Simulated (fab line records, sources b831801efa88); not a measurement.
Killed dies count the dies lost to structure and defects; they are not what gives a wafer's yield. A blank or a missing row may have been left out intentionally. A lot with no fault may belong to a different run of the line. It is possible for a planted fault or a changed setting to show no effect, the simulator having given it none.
2 desks looking at one fault + flow gf180mcu + each desk holds nothing but its own numbers, with what lay behind them at the end

== DESK OF THE TOOL OWNER: pvd_sputter-04 ==
The tool's own readings at GF_M2_SPUTTER_02 (material AlCu, target thk 450 nm, time 23.9 s): means of the sampled wafers that have a number, for each lot that ran on this tool. The brackets show how far a lot's mean lies from the usual mean; more than 4 standard deviations puts the lot out of limits, marked OUT.
Columns: A = throttle_valve_pct at GF_M2_SPUTTER_02, usual 30.2 %
| lot  | first seen here | A    |
|------|-----------------|------|
| L173 | day 22 05:22    | 30.6 |
| L174 | day 22 10:16    | 29.7 |
| L181 | day 25 04:43    | 29.7 |
This desk's finding: nothing out of limits on any of the 3 lots.

== AT THE METROLOGY DESK ==
What the gauges read, lot by lot, whatever tool the lot ran on: means of the sampled wafers that have a number. The brackets show how far a lot's mean lies from the usual mean; more than 4 standard deviations puts the lot out of limits, marked OUT.
Columns: A = V1_W_RS at GF_V1_RS_MEAS_24, usual 0.326 ohm/sq; B = M2_ALCU_RS at GF_M2_RS_MEAS_05, usual 0.0693 ohm/sq; C = M2_ALCU_THK at GF_M2_THK_MEAS_06, usual 448 nm; D = M2_OVL at GF_M2_OVL_MEAS_15, usual -2 nm
| lot  | first seen here | A     | B                 | C              | D   |
|------|-----------------|-------|-------------------|----------------|-----|
| L164 | day 18 06:56    | 0.325 | 0.0698            | 444            | -3  |
| L166 | day 19 05:23    | 0.330 | 0.0684            | 455            | 3   |
| L173 | day 22 04:45    | 0.327 | 0.0752 (+7.8) OUT | 413 (-6.6) OUT | 1   |
| L174 | day 22 09:41    | 0.322 | 0.0739 (+6.0) OUT | 419 (-5.4) OUT | -10 |
| L177 | day 23 08:45    | 0.326 | 0.0703            | 441            | -6  |
| L179 | day 24 01:23    | 0.326 | 0.0695            | 445            | -5  |
| L182 | day 25 03:02    | 0.326 | 0.0703            | 440            | 2   |
| L181 | day 25 04:09    | 0.333 | 0.0690            | 450            | 3   |
| L183 | day 25 07:52    | 0.328 | 0.0687            | 452            | -8  |
| L184 | day 25 18:00    | 0.325 | 0.0692            | 448            | -2  |
| L185 | day 26 06:07    | 0.329 | 0.0692            | 449            | 3   |
Per this desk, out of limits: L173, L174; the first was L173, day 22 05:27 (M2_ALCU_RS at GF_M2_RS_MEAS_05). In limits: L164, L166, L177, L179, L182, L181, L183, L184, L185.

== ALL TOGETHER ==
Metrology desk: alarm possible at day 22 05:27 on L173, L174.
Nothing out of limits was seen by the tool owner's desk.
Tool owner's desk: L173, L174 on record, inside its limits.
On pvd_sputter-04, each named lot ran GF_M2_SPUTTER_02.

== WHAT WAS PUT IN BY THE SIMULATOR ==
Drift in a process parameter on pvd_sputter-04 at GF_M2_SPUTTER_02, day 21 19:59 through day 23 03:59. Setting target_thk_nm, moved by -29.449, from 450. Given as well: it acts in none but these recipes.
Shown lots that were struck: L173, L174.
Per desk, hours elapsed from the start of the fault to the first reading out of limits: for the metrology desk, 9.
